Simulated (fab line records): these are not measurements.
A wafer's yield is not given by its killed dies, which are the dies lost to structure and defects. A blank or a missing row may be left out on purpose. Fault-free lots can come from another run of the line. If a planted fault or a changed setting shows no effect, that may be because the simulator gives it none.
Problem report, 8D (eight disciplines) form, completed by code	flow gf180mcu	the parts of the form that need people (team, actions taken, sign-off) are left out

1. THE ISSUE
Mean SALICIDE_TIN_RS at GF_SALICIDE_RS_MEAS_04: 17.71 ohm/sq over 3 wafers in 2 lots; fault-free wafers: 16.35 ohm/sq, standard deviation 0.28. Relative to the usual mean, that is a shift of +4.9 standard deviations.
The step: measures by four-point-probe.
Earliest sighting: wafer L990.4 on film metro-04 at day 19 17:02. The record holds 36 wafers of 12 lots with a number at this step. By rule, "out" or "out of limits" means more than 4 standard deviations away from the usual mean. All remaining wafers that have a number are taken as sound.

2. WHAT THIS IS AND IS NOT
question	is	is not
which readings at this step	SALICIDE_TIN_RS	-
which lots	L990, L993	L100, L102, L980, L981, L984, L986, L987, L988, L989, L999
which wafers of those lots	L990.4, L993.2, L993.4	L990.5, L990.6, L993.1
read on which gauges	film metro-01, film metro-04	film metro-02
when	from day 19 17:02	up to then (23 sound wafers); but 10 sound wafers of L100, L102, L993, L999 came after

3. THE SUSPECTS, EACH WITH WHAT RULES IT OUT
Counting: a tool at a process step up to the reading stays a suspect if it ran every lot that is out. Sound lots after the first of them don't rule it out here, since some wafers of a struck lot are sound.
- the gauge at GF_SALICIDE_RS_MEAS_04: ruled out. The wafers that are out were read on 2 gauges (film metro-01, film metro-04).
- rie diel-01 at GF_SAB_ETCH_11 (etches SiO2 in C4F8/O2/Ar, target depth 55 nm, time 8.5 s): kept. Ran every lot that is out, first one L990 (day 19 16:32); last sound lot up to then L988 (day 18 21:47).
- pvd sputter-03 at GF_SALICIDE_SPUTTER_03 (material TiN, target thk 20 nm, time 16.7 s): kept. Ran every lot that is out, first one L990 (day 19 16:58); last sound lot up to then L987 (day 18 14:05).
After counting, rie diel-01 at GF_SAB_ETCH_11 and pvd sputter-03 at GF_SALICIDE_SPUTTER_03 remain.

4. THE CAUSE (what the simulator had put in)
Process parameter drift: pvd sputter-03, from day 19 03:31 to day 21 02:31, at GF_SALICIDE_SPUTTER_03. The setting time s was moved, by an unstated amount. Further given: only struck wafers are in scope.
After counting, 2 suspects remain, this tool included.

5. THE EFFECT CHAIN, in route order
Each row: a reading whose mean over the struck wafers that have a number lies more than 3 standard deviations from the usual. Only readings whose record carries a usual standard deviation are examined. hours: median over the lots of the time between each lot's start at the first step of this table that gives one and its start at this step. sigmas: the change, counted in usual standard deviations.
hours	step	reading	usual	on struck wafers	change	sigmas
0	GF_SALICIDE_RS_MEAS_04	SALICIDE_TIN_RS	16.35 ohm/sq	17.71	+1.36	+4.9
12	GF_SALICIDE_THK_MEAS_05	SALICIDE_TIN_THK	19.83 nm	16.08	-3.75	-17

6. HOW IT WOULD HAVE BEEN CAUGHT EARLIER
14 hours passed between the start of the fault at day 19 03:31 and the first reading out of limits at a measuring or inspecting step in this record, taken at day 19 17:02.
Of the tool readings at GF_SALICIDE_SPUTTER_03 for which the record gives a usual standard deviation, none was out on any struck wafer, so an alarm limit of 4 standard deviations on them would not have fired.
L993, from the lots that are out (2), started GF_SALICIDE_SPUTTER_03 on pvd sputter-03 later than day 19 17:02. A hold on the tool at that time would have spared it.
